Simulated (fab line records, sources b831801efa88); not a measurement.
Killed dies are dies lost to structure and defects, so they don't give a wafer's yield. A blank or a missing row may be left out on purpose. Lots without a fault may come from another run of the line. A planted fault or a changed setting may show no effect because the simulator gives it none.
fab line records | flow sky130
record lots=14 wafers=40 last_day=50
route steps=708 shown CONTACT@432 VIA1@478 METAL2@499 VIA2@515 PAD_OPEN@708
lots that met no fault: from a run of the same line without faults
start_h: hours from the record's first day to the start of the lot's first wafer shown | wait_h: hours since the lot's step before | " the same as in the row above | L1.1+2: a row that stands for several wafers | - no value, or no start given | * or withheld: withheld | < > ~ a bound
route shown NAME@n: a module of which the file shows steps, and the number in the route of the first | usual: mean/standard deviation of fault-free wafers | same: alike in all rows | chamber/n: place in a boat | sites: the reading at each site | _std_site: their standard deviation | _edge_site: outer sites' mean less inner sites' | radius_mm: how far each site lies from the wafer's centre | mask NAME#n: copy n | behind: the tool/chamber that last shaped the wafer | hold: why the lot was held/for how many hours/how that ended | device: the transistor (n, p or np) that didn't switch | end of line: the same wafers' tests at the end of the route | a step without rows: its recipe alone | killed: dies lost to structure and defects at the first sort, not the wafer's yield | map: a wafer's dies, x killed, . not, _ none there
set.NAME: the setting as run; set.NAME@STEP: as run at that earlier step | model.NAME: the simulator's own value behind a step, which no gauge read
steps of the route over a sample of lots; a table a step, a row a wafer
services: from which hour (start_h, from the record's first day; less than 0 if before it) a tool's chamber was out of use, for how many hours, and why
## steps
# step SKY_CONTACT_THK_MEAS_26
# recipe thk_meas_gauge=xrf reads=W_of_CONTACT_CVD_24
# usual CONTACT_W_THK=346/5.4
# columns lot.wafer tool chamber start_h wait_h CONTACT_W_THK[nm]
L916.2 film_metro-04 - 716.70 0.1 337
L916.4 " - " " 340
L916.6 " - " " 343
L918.3 film_metro-03 - 734.63 0.1 346
L918.4 " - " " 345
L918.5 " - " " 344
L919.1 film_metro-02 - 752.80 0.1 346
L919.3 " - " " 344
L919.4 " - " " 351
L920.1 film_metro-02 - 760.10 0.1 341
L920.2 " - " " 352
L920.6 " - " " 343
L921.2 film_metro-02 - 762.41 0.1 345
L921.4 " - " " 344
L921.5 " - " " 342
L922.1 film_metro-03 - 769.52 0.1 335
L922.3 " - " " 337
L922.6 " - " " 337
L923.3 film_metro-02 - 784.43 0.1 358
L923.4 " - " " 354
L923.5 " - " " 362
L924.1 film_metro-04 - 792.76 0.1 335
L924.4 " - " " 344
L924.6 " - " " 342
L926.4 film_metro-02 - 804.74 0.1 359
L926.5 " - " " 360
L926.6 " - " " 351
L927.1 film_metro-02 - 816.22 0.1 360
L927.2 " - " " 353
L927.4 " - " " 345
L928.1 film_metro-03 - 819.00 0.1 353
L928.2 " - " " 346
L928.3 " - " " 347
L932.1 film_metro-03 - 884.95 0.1 347
L932.2 " - " " 342
L933.1 film_metro-02 - 885.97 0.1 347
L933.6 " - " " 353
L934.2 film_metro-02 - 895.56 0.1 345
L934.3 " - " " 348
L934.4 " - " " 348
# step SKY_VIA1_SPUTTER_20
# recipe material=TiN target_thk_nm=20 chamber_pressure_pa=5 power_w=4000 time_s=80
# usual throttle_valve_pct=30.0/1.3
# columns lot.wafer tool chamber start_h wait_h throttle_valve_pct
L916.2 pvd_sputter-01 - 773.94 0.0 30.1
L916.4 " - " " 28.1
L916.6 " - " " 28.2
L918.3 pvd_sputter-01 - 791.35 0.0 31.6
L918.4 " - " " 30.5
L918.5 " - " " 31.5
L919.1 pvd_sputter-02 - 809.49 0.0 31.1
L919.3 " - " " 30.8
L919.4 " - " " 29.0
L920.1 pvd_sputter-03 - 816.32 0.0 32.5
L920.2 " - " " 30.4
L920.6 " - " " 29.1
L921.2 pvd_sputter-02 - 818.31 0.0 31.1
L921.4 " - " " 30.9
L921.5 " - " " 28.1
L922.1 pvd_sputter-01 - 826.06 0.0 30.2
L922.3 " - " " 29.9
L922.6 " - " " 28.2
L923.3 pvd_sputter-03 - 840.09 0.0 32.2
L923.4 " - " " 32.2
L923.5 " - " " 29.3
L924.1 pvd_sputter-03 - 848.96 0.0 32.3
L924.4 " - " " 29.2
L924.6 " - " " 32.4
L926.4 pvd_sputter-02 - 859.77 0.0 31.0
L926.5 " - " " 29.1
L926.6 " - " " 31.1
L927.1 pvd_sputter-03 - 871.45 0.0 30.4
L927.2 " - " " 30.8
L927.4 " - " " 32.0
L928.1 pvd_sputter-01 - 874.62 0.0 29.8
L928.2 " - " " 28.0
L928.3 " - " " 30.3
L932.1 pvd_sputter-01 - 939.36 0.0 31.8
L932.2 " - " " 28.1
L933.1 pvd_sputter-02 - 939.68 0.0 30.8
L933.6 " - " " 28.1
L934.2 pvd_sputter-02 - 948.16 0.0 31.1
L934.3 " - " " 30.9
L934.4 " - " " 29.1
# step SKY_METAL2_OVL_MEAS_16
# usual METAL2_OVL=1/5.6
# columns lot.wafer tool chamber start_h wait_h METAL2_OVL[nm]
L916.2 overlay-02 - 801.52 0.1 2
L916.4 " - " " 1
L916.6 " - " " 7
L918.3 overlay-01 - 819.06 0.1 6
L918.4 " - " " 7
L918.5 " - " " 8
L919.1 overlay-02 - 836.05 0.1 -10
L919.3 " - " " -3
L919.4 " - " " -7
L920.1 overlay-02 - 843.29 0.1 0
L920.2 " - " " 1
L920.6 " - " " 4
L921.2 overlay-01 - 845.45 0.1 5
L921.4 " - " " 4
L921.5 " - " " 6
L922.1 overlay-02 - 852.95 0.1 6
L922.3 " - " " 3
L922.6 " - " " 4
L923.3 overlay-02 - 866.71 0.1 2
L923.4 " - " " -5
L923.5 " - " " 5
L924.1 overlay-01 - 876.14 0.1 5
L924.4 " - " " 3
L924.6 " - " " -4
L926.4 overlay-01 - 886.71 0.1 -1
L926.5 " - " " 1
L926.6 " - " " 6
L927.1 overlay-02 - 897.90 0.1 13
L927.2 " - " " 6
L927.4 " - " " 6
L928.1 overlay-02 - 902.25 0.1 2
L928.2 " - " " 5
L928.3 " - " " 8
L932.1 overlay-01 - 965.11 0.1 -10
L932.2 " - " " -1
L933.1 overlay-02 - 965.46 0.1 -1
L933.6 " - " " 3
L934.2 overlay-02 - 975.30 0.1 9
L934.3 " - " " 15
L934.4 " - " " 13
# step SKY_VIA2_SOFTBAKE_08
# recipe temp_c=100 time_s=90 resist=KrF-thick
# usual run_length_s=119.04/0.22
# columns lot.wafer tool chamber start_h wait_h run_length_s
L916.2 litho_track-01 0 816 - 119.24
L916.4 " 0 " " 119.21
L916.6 " 0 " " 119.20
L918.3 litho_track-01 0 833 - 119.44
L918.4 " 0 " " 119.28
L918.5 " 0 " " 119.29
L919.1 litho_track-04 0 849 - 118.91
L919.3 " 0 " " 118.82
L919.4 " 0 850 - 118.84
L920.1 litho_track-01 0 856 - 119.19
L920.2 " 0 " " 119.13
L920.6 " 0 " " 119.48
L921.2 litho_track-03 0 859 - 119.21
L921.4 " 0 " " 118.92
L921.5 " 0 " " 119.00
L922.1 litho_track-03 0 868 - 118.89
L922.3 " 0 " " 118.89
L922.6 " 0 " " 119.17
L923.3 litho_track-04 0 880 - 118.71
L923.4 " 0 " " 118.80
L923.5 " 0 " " 119.08
L924.1 litho_track-03 0 890 - 118.93
L924.4 " 0 891 - 119.16
L924.6 " 0 " " 118.96
L926.4 litho_track-04 0 901 - 118.83
L926.5 " 0 " " 118.90
L926.6 " 0 " " 118.85
L927.1 litho_track-04 0 912 - 118.81
L927.2 " 0 " " 118.95
L927.4 " 0 " " 118.76
L928.1 litho_track-01 0 915 - 119.26
L928.2 " 0 916 - 119.38
L928.3 " 0 " " 119.34
L932.1 litho_track-04 0 979 - 121.70
L932.2 " 0 " " 118.95
L933.1 litho_track-04 0 980 - 121.64
L933.6 " 0 " " 119.08
L934.2 litho_track-04 0 987 - 118.87
L934.3 " 0 " " 121.70
L934.4 " 0 " " 118.80
# step SKY_PAD_OPEN_PROBE_99
# usual defect_limited_yield=82.5/1.9 killed_at_M0_to_M3=44/7.3 killed_at_M4_up=3.2/1.8 killed_at_contacts=24/5.4 killed_at_front_end=16/4.4 killed_at_other=0.3/0.48 killed_dies=86/9.5 killed_open=47/7.7 killed_short=39/6.4 sort_bin_3_pad_short=0.9/0.41 sort_bin_5_function=10.4/1.5 sort_bin_6_memory=6.2/1.1 sort_n_pass=406/9.5 sort_yield_pct=82.5/1.9
# same gross_dies=492 killed_at_back_side=0 sort_bin_4_leakage[%]=0 sort_bin_8_speed[%]=0
# columns lot.wafer tool chamber start_h wait_h hold defect_limited_yield[%] killed_at_M0_to_M3 killed_at_M4_up killed_at_contacts killed_at_front_end killed_at_other killed_dies killed_open killed_short sort_bin_3_pad_short[%] sort_bin_5_function[%] sort_bin_6_memory[%] sort_n_pass sort_yield_pct[%]
L916.2 prober-01 - 1059.80 0.1 - 81.5 46 1 25 18 1 91 57 34 0.4 10.2 7.9 401 81.5
L916.4 prober-01 - 1059.90 0.2 - 82.3 40 3 29 15 0 87 54 33 0.4 10.4 6.9 405 82.3
L916.6 prober-01 - 1060.00 0.2 - 78.5 52 6 28 20 0 106 62 44 1.8 12.8 6.9 386 78.5
L918.3 prober-02 - 1076.55 0.2 - 83.5 30 5 24 22 0 81 44 37 0.6 10.0 5.9 411 83.5
L918.4 prober-02 - 1076.60 0.2 - 81.7 49 4 24 13 0 90 59 31 0.4 10.6 7.3 402 81.7
L918.5 prober-02 - 1076.65 0.2 - 83.3 46 1 17 18 0 82 37 45 0.8 10.4 5.5 410 83.3
L919.1 prober-01 - 1085.59 0.1 - 82.1 46 1 28 13 0 88 56 32 0.6 10.6 6.7 404 82.1
L919.3 prober-01 - 1085.69 0.2 - 81.3 36 6 33 17 0 92 46 46 1.0 10.4 7.3 400 81.3
L919.4 prober-01 - 1085.74 0.2 - 81.9 48 5 25 11 0 89 46 43 0.2 12.2 5.7 403 81.9
L920.1 prober-02 - 1096.04 0.1 - 80.5 52 3 28 12 1 96 52 44 0.8 10.6 8.1 396 80.5
L920.2 prober-02 - 1096.09 0.1 - 81.3 49 2 31 10 0 92 39 53 0.4 11.4 6.9 400 81.3
L920.6 prober-02 - 1096.29 0.2 - 82.3 46 2 21 17 1 87 49 38 0.4 12.0 5.3 405 82.3
L921.2 prober-01 - 1097.62 0.1 - 81.1 42 10 23 18 0 93 42 51 1.0 11.0 6.9 399 81.1
L921.4 prober-01 - 1097.72 0.2 - 85.0 40 0 14 20 0 74 46 28 0.4 9.3 5.3 418 85.0
L921.5 prober-01 - 1097.77 0.2 - 80.7 48 3 25 18 1 95 54 41 1.0 11.4 6.9 397 80.7
L922.1 prober-02 - 1102.19 0.1 - 81.5 35 4 26 26 0 91 54 37 0.8 11.2 6.5 401 81.5
L922.3 prober-02 - 1102.29 0.2 - 84.8 31 4 21 17 2 75 37 38 0.6 7.5 7.1 417 84.8
L922.6 prober-02 - 1102.44 0.2 - 80.5 53 3 18 22 0 96 51 45 0.8 9.6 9.1 396 80.5
L923.3 prober-01 - 1109.31 0.2 - 82.3 44 1 24 18 0 87 53 34 1.2 10.0 6.5 405 82.3
L923.4 prober-01 - 1109.36 0.2 - 83.3 36 4 22 20 0 82 47 35 0.4 10.2 6.1 410 83.3
L923.5 prober-01 - 1109.41 0.2 - 79.1 42 7 31 23 0 103 63 40 0.6 12.8 7.5 389 79.1
L924.1 prober-02 - 1119.31 0.1 - 82.9 46 1 22 15 0 84 51 33 0.8 11.6 4.7 408 82.9
L924.4 prober-02 - 1119.46 0.2 - 81.7 42 4 25 18 1 90 45 45 0.8 11.6 5.9 402 81.7
L924.6 prober-02 - 1119.56 0.2 - 81.3 48 2 22 20 0 92 56 36 1.2 10.8 6.7 400 81.3
L926.4 prober-02 - 1126.93 0.2 - 80.1 53 3 22 20 0 98 57 41 0.2 12.2 7.5 394 80.1
L926.5 prober-02 - 1126.98 0.2 - 80.7 47 5 24 19 0 95 43 52 0 11.6 7.7 397 80.7
L926.6 prober-02 - 1127.03 0.2 - 85.8 38 3 18 10 1 70 40 30 0.8 9.1 4.3 422 85.8
L927.1 prober-01 - 1134.40 0.1 - 86.0 35 2 20 12 0 69 41 28 0.8 7.5 5.7 423 86.0
L927.2 prober-01 - 1134.45 0.1 - 82.7 37 0 27 21 0 85 45 40 1.2 8.3 7.7 407 82.7
L927.4 prober-01 - 1134.55 0.2 - 84.8 32 2 21 19 1 75 42 33 0.8 8.3 6.1 417 84.8
L928.1 prober-02 - 1139.94 0.1 - 82.1 39 4 31 14 0 88 61 27 0.6 10.6 6.7 404 82.1
L928.2 prober-02 - 1139.99 0.1 - 82.3 36 4 32 15 0 87 43 44 1.6 11.2 4.9 405 82.3
L928.3 prober-02 - 1140.04 0.2 - 84.1 35 2 29 11 1 78 44 34 1.0 10.0 4.9 414 84.1
L933.1 prober-01 - 1185.11 0.1 - 80.9 54 5 19 16 0 94 50 44 0.6 11.4 7.1 398 80.9
L933.6 prober-01 - 1185.36 0.2 - 82.7 37 4 30 14 0 85 40 45 0.8 11.0 5.5 407 82.7
L934.2 prober-02 - 1189.84 0.1 - 84.1 37 5 12 23 1 78 29 49 1.0 7.7 7.1 414 84.1
L934.3 prober-02 - 1189.89 0.2 - 81.3 47 3 28 13 1 92 53 39 0.8 12.0 5.9 400 81.3
L934.4 prober-02 - 1189.94 0.2 - 84.3 43 3 18 13 0 77 47 30 0.2 8.9 6.5 415 84.3
L932.1 prober-01 - 1194.00 10.2 await_dispo/10.1h/release 85.6 30 5 28 8 0 71 37 34 0.8 8.9 4.7 421 85.6
L932.2 prober-01 - 1194.05 10.2 await_dispo/10.1h/release 82.7 39 6 28 12 0 85 50 35 1.2 11.0 5.1 407 82.7
# killed by level:class
L916.2 VIA1:geometric_particle:open=13 LI_CONTACT:geometric_particle:open=11 CONTACT:geometric_particle:open=9 VIA1:geometric_particle:short=7 VIA2:geometric_particle:open=7 FIELD_ISO:geometric_particle:open=6 METAL2:geometric_particle:short=5 VIA3:geometric_particle:open=5
L916.4 VIA1:geometric_particle:open=14 LI_CONTACT:geometric_particle:open=11 CONTACT:geometric_particle:open=10 VIA3:geometric_particle:open=6 POLY_GATE:geometric_particle:short=4 LI_CONTACT:geometric_particle:short=4 VIA2:geometric_particle:open=4 METAL1:geometric_particle:short=3
L916.6 VIA1:geometric_particle:open=13 VIA3:geometric_particle:open=13 LI_CONTACT:geometric_particle:open=8 CONTACT:geometric_particle:open=8 FIELD_ISO:geometric_particle:short=7 METAL2:geometric_particle:short=6 CONTACT:geometric_particle:short=5 VIA1:geometric_particle:short=4
L918.3 LI_CONTACT:geometric_particle:open=9 CONTACT:geometric_particle:open=7 VIA1:geometric_particle:open=7 POLY_GATE:geometric_particle:short=6 POLY_GATE:geometric_particle:open=5 VIA1:geometric_particle:short=5 VIA3:geometric_particle:open=5 FIELD_ISO:geometric_particle:open=4
L918.4 VIA1:geometric_particle:open=13 LI_CONTACT:geometric_particle:open=8 VIA2:geometric_particle:open=7 CONTACT:geometric_particle:open=6 VIA3:geometric_particle:open=6 FIELD_ISO:geometric_particle:open=5 LOCAL_INTERCONNECT:geometric_particle:open=5 METAL1:geometric_particle:short=4
L918.5 VIA1:geometric_particle:open=11 METAL1:geometric_particle:short=7 POLY_GATE:geometric_particle:short=6 LI_CONTACT:geometric_particle:open=6 VIA2:geometric_particle:short=6 VIA2:geometric_particle:open=6 FIELD_ISO:geometric_particle:short=5 LOCAL_INTERCONNECT:geometric_particle:short=4
L919.1 VIA1:geometric_particle:open=18 CONTACT:geometric_particle:open=10 LI_CONTACT:geometric_particle:open=7 METAL1:geometric_particle:short=6 VIA2:geometric_particle:open=6 CONTACT:geometric_particle:short=5 METAL2:geometric_particle:short=4 VIA1:geometric_particle:short=4
L919.3 CONTACT:geometric_particle:open=10 CONTACT:geometric_particle:short=9 VIA1:geometric_particle:open=7 VIA2:geometric_particle:open=7 LOCAL_INTERCONNECT:geometric_particle:short=6 POLY_GATE:geometric_particle:short=5 POLY_GATE:geometric_particle:open=5 METAL2:geometric_particle:short=4
L919.4 VIA1:geometric_particle:open=15 CONTACT:geometric_particle:open=9 VIA1:geometric_particle:short=7 LOCAL_INTERCONNECT:geometric_particle:short=5 CONTACT:geometric_particle:short=5 METAL2:geometric_particle:short=5 VIA3:geometric_particle:open=5 LI_CONTACT:geometric_particle:open=4
L920.1 CONTACT:geometric_particle:open=13 METAL2:geometric_particle:short=11 VIA1:geometric_particle:open=8 VIA2:geometric_particle:open=8 FIELD_ISO:geometric_particle:open=5 LOCAL_INTERCONNECT:geometric_particle:short=5 CONTACT:geometric_particle:short=5 METAL1:geometric_particle:short=5
L920.2 CONTACT:geometric_particle:short=9 LOCAL_INTERCONNECT:geometric_particle:short=8 VIA3:geometric_particle:open=8 VIA1:geometric_particle:open=6 VIA1:geometric_particle:short=6 METAL2:geometric_particle:short=6 POLY_GATE:geometric_particle:short=5 VIA2:geometric_particle:short=5
L920.6 VIA1:geometric_particle:open=11 POLY_GATE:geometric_particle:open=10 METAL2:geometric_particle:short=9 METAL1:geometric_particle:short=8 CONTACT:geometric_particle:open=7 LI_CONTACT:geometric_particle:open=6 VIA2:geometric_particle:open=6 CONTACT:geometric_particle:short=4
L921.2 METAL4:geometric_particle:short=9 CONTACT:geometric_particle:open=8 VIA1:geometric_particle:open=8 METAL2:geometric_particle:short=7 VIA2:geometric_particle:open=7 LI_CONTACT:geometric_particle:open=6 CONTACT:geometric_particle:short=6 FIELD_ISO:geometric_particle:open=5
L921.4 VIA1:geometric_particle:open=10 VIA3:geometric_particle:open=6 LI_CONTACT:geometric_particle:open=5 VIA1:geometric_particle:short=5 VIA2:geometric_particle:open=5 FIELD_ISO:geometric_particle:open=4 FIELD_ISO:geometric_particle:short=4 POLY_GATE:geometric_particle:open=4
L921.5 VIA1:geometric_particle:open=11 LI_CONTACT:geometric_particle:open=9 VIA3:geometric_particle:open=9 VIA1:geometric_particle:short=6 CONTACT:geometric_particle:open=6 POLY_GATE:geometric_particle:short=5 LOCAL_INTERCONNECT:geometric_particle:short=5 FIELD_ISO:geometric_particle:open=4
L922.1 CONTACT:geometric_particle:open=12 VIA1:geometric_particle:open=10 FIELD_ISO:geometric_particle:open=9 FIELD_ISO:geometric_particle:short=7 LI_CONTACT:geometric_particle:open=7 POLY_GATE:geometric_particle:short=5 VIA2:geometric_particle:open=5 CONTACT:geometric_particle:short=4
L922.3 CONTACT:geometric_particle:open=9 VIA3:geometric_particle:short=5 VIA1:geometric_particle:short=5 VIA1:geometric_particle:open=5 FIELD_ISO:geometric_particle:short=4 FIELD_ISO:geometric_particle:open=4 LI_CONTACT:geometric_particle:short=4 CONTACT:geometric_particle:short=4
L922.6 VIA1:geometric_particle:open=11 VIA2:geometric_particle:short=8 METAL2:geometric_particle:short=8 CONTACT:geometric_particle:open=7 FIELD_ISO:geometric_particle:open=6 CONTACT:geometric_particle:short=6 METAL1:geometric_particle:short=5 VIA1:geometric_particle:short=5
L923.3 VIA1:geometric_particle:open=14 LI_CONTACT:geometric_particle:open=9 CONTACT:geometric_particle:open=9 VIA3:geometric_particle:open=6 POLY_GATE:geometric_particle:short=5 VIA2:geometric_particle:open=5 FIELD_ISO:geometric_particle:open=4 VIA1:geometric_particle:short=4
L923.4 VIA1:geometric_particle:open=10 CONTACT:geometric_particle:open=8 FIELD_ISO:geometric_particle:open=7 VIA3:geometric_particle:open=7 LI_CONTACT:geometric_particle:open=6 FIELD_ISO:geometric_particle:short=5 POLY_GATE:geometric_particle:open=4 VIA1:geometric_particle:short=4
L923.5 VIA1:geometric_particle:open=15 CONTACT:geometric_particle:open=11 FIELD_ISO:geometric_particle:open=10 VIA3:geometric_particle:open=7 LI_CONTACT:geometric_particle:open=6 FIELD_ISO:geometric_particle:short=5 POLY_GATE:geometric_particle:short=5 VIA1:geometric_particle:short=5
L924.1 VIA1:geometric_particle:open=15 CONTACT:geometric_particle:open=9 VIA2:geometric_particle:open=8 VIA3:geometric_particle:open=6 POLY_GATE:geometric_particle:short=5 LI_CONTACT:geometric_particle:open=5 FIELD_ISO:geometric_particle:open=4 CONTACT:geometric_particle:short=4
L924.4 CONTACT:geometric_particle:open=10 VIA3:geometric_particle:open=9 METAL1:geometric_particle:short=7 POLY_GATE:geometric_particle:open=6 METAL2:geometric_particle:short=6 LOCAL_INTERCONNECT:geometric_particle:short=5 CONTACT:geometric_particle:short=5 VIA1:geometric_particle:open=5
L924.6 VIA1:geometric_particle:open=17 CONTACT:geometric_particle:open=10 POLY_GATE:geometric_particle:open=6 VIA2:geometric_particle:open=6 FIELD_ISO:geometric_particle:short=5 METAL2:geometric_particle:short=5 VIA3:geometric_particle:open=4 FIELD_ISO:geometric_particle:open=3
L926.4 VIA1:geometric_particle:open=16 LI_CONTACT:geometric_particle:open=7 VIA3:geometric_particle:open=7 CONTACT:geometric_particle:open=6 VIA2:geometric_particle:open=6 FIELD_ISO:geometric_particle:open=5 POLY_GATE:geometric_particle:open=5 METAL1:geometric_particle:short=5
L926.5 VIA1:geometric_particle:open=13 METAL1:geometric_particle:short=9 FIELD_ISO:geometric_particle:open=7 VIA1:geometric_particle:short=6 LI_CONTACT:geometric_particle:open=6 LOCAL_INTERCONNECT:geometric_particle:short=6 CONTACT:geometric_particle:short=6 VIA3:geometric_particle:open=5
L926.6 VIA1:geometric_particle:open=12 VIA3:geometric_particle:open=7 VIA2:geometric_particle:open=6 LI_CONTACT:geometric_particle:open=5 VIA1:geometric_particle:short=5 CONTACT:geometric_particle:short=4 LOCAL_INTERCONNECT:geometric_particle:short=4 FIELD_ISO:geometric_particle:short=3
L927.1 CONTACT:geometric_particle:open=8 VIA1:geometric_particle:short=8 VIA1:geometric_particle:open=8 LI_CONTACT:geometric_particle:open=7 POLY_GATE:geometric_particle:short=5 VIA3:geometric_particle:open=5 METAL2:geometric_particle:short=3 VIA2:geometric_particle:open=3
L927.2 CONTACT:geometric_particle:open=16 POLY_GATE:geometric_particle:short=6 METAL1:geometric_particle:short=6 VIA1:geometric_particle:open=6 METAL2:geometric_particle:short=6 POLY_GATE:geometric_particle:open=5 VIA2:geometric_particle:open=5 FIELD_ISO:geometric_particle:short=4
L927.4 VIA1:geometric_particle:open=8 CONTACT:geometric_particle:open=8 LI_CONTACT:geometric_particle:open=6 METAL1:geometric_particle:short=6 POLY_GATE:geometric_particle:short=5 POLY_GATE:geometric_particle:open=4 LI_CONTACT:geometric_particle:short=4 VIA2:geometric_particle:open=4
L928.1 CONTACT:geometric_particle:open=14 VIA2:geometric_particle:open=11 VIA1:geometric_particle:open=8 VIA3:geometric_particle:open=7 POLY_GATE:geometric_particle:open=6 LI_CONTACT:geometric_particle:open=6 METAL1:geometric_particle:short=4 METAL2:geometric_particle:short=4
L928.2 VIA1:geometric_particle:open=11 CONTACT:geometric_particle:open=11 LOCAL_INTERCONNECT:geometric_particle:short=9 VIA1:geometric_particle:short=6 CONTACT:geometric_particle:short=5 METAL2:geometric_particle:short=5 POLY_GATE:geometric_particle:short=4 POLY_GATE:geometric_particle:open=4
L928.3 CONTACT:geometric_particle:open=11 LI_CONTACT:geometric_particle:open=8 VIA2:geometric_particle:open=7 VIA3:geometric_particle:open=7 POLY_GATE:geometric_particle:open=4 LI_CONTACT:geometric_particle:short=4 VIA1:geometric_particle:open=4 METAL2:geometric_particle:short=4
L933.1 VIA1:geometric_particle:open=15 FIELD_ISO:geometric_particle:short=7 CONTACT:geometric_particle:open=7 LI_CONTACT:geometric_particle:open=6 FIELD_ISO:geometric_particle:open=5 METAL1:geometric_particle:short=5 VIA3:geometric_particle:short=5 METAL2:geometric_particle:short=5
L933.6 CONTACT:geometric_particle:open=10 VIA1:geometric_particle:open=7 LI_CONTACT:geometric_particle:short=6 FIELD_ISO:geometric_particle:open=5 LI_CONTACT:geometric_particle:open=5 METAL1:geometric_particle:short=5 VIA2:geometric_particle:short=5 METAL4:geometric_particle:short=4
L934.2 POLY_GATE:geometric_particle:short=10 VIA1:geometric_particle:short=8 METAL1:geometric_particle:short=6 VIA3:geometric_particle:open=6 VIA1:geometric_particle:open=5 METAL2:geometric_particle:short=5 METAL4:geometric_particle:short=4 LI_CONTACT:geometric_particle:open=4
L934.3 VIA1:geometric_particle:open=14 CONTACT:geometric_particle:open=10 VIA3:geometric_particle:open=7 METAL2:geometric_particle:short=7 FIELD_ISO:geometric_particle:open=5 LI_CONTACT:geometric_particle:open=5 VIA1:geometric_particle:short=4 LI_CONTACT:geometric_particle:short=4
L934.4 VIA1:geometric_particle:open=11 CONTACT:geometric_particle:open=7 LI_CONTACT:geometric_particle:open=6 METAL2:geometric_particle:short=6 VIA2:geometric_particle:open=5 FIELD_ISO:geometric_particle:open=4 VIA1:geometric_particle:short=4 VIA3:geometric_particle:open=4
L932.1 CONTACT:geometric_particle:open=8 VIA1:geometric_particle:open=8 LOCAL_INTERCONNECT:geometric_particle:short=7 CONTACT:geometric_particle:short=6 LI_CONTACT:geometric_particle:open=5 VIA1:geometric_particle:short=5 VIA3:geometric_particle:open=4 METAL1:geometric_particle:short=3
L932.2 CONTACT:geometric_particle:open=13 VIA1:geometric_particle:open=9 VIA3:geometric_particle:open=7 LI_CONTACT:geometric_particle:open=6 CONTACT:geometric_particle:short=5 METAL1:geometric_particle:short=4 METAL2:geometric_particle:short=4 METAL4:geometric_particle:short=4
## services
# columns tool chamber start_h hours kind
pvd_sputter-03 - 852.90 2.4 repair
pvd_sputter-03 - 859.39 0.8 repair
pvd_sputter-02 - 898.14 1.7 repair
pvd_sputter-01 - 939.47 6.4 repair
pvd_sputter-02 - 972.84 3.3 repair
## key
first_sign step=SKY_VIA2_SOFTBAKE_08 reading=run_length_s direction=up sigmas=12 usual=* struck=*
effect none on later readings
met_at SKY_VIA2_SOFTBAKE_08
struck_lots L932,L933,L934
struck_wafers L932.1,L933.1,L934.3
not_acting_at SKY_CONTACT_THK_MEAS_26,SKY_VIA1_SPUTTER_20,SKY_METAL2_OVL_MEAS_16
onset_between 912 979
fault kind=process_parameter_drift tool=litho_track-04 chamber=- onset_h=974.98 steps=SKY_VIA2_SOFTBAKE_08 channel=time_s offset=* shape=step end_h=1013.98 scope=struck_wafers_only acts_in=* stated=*
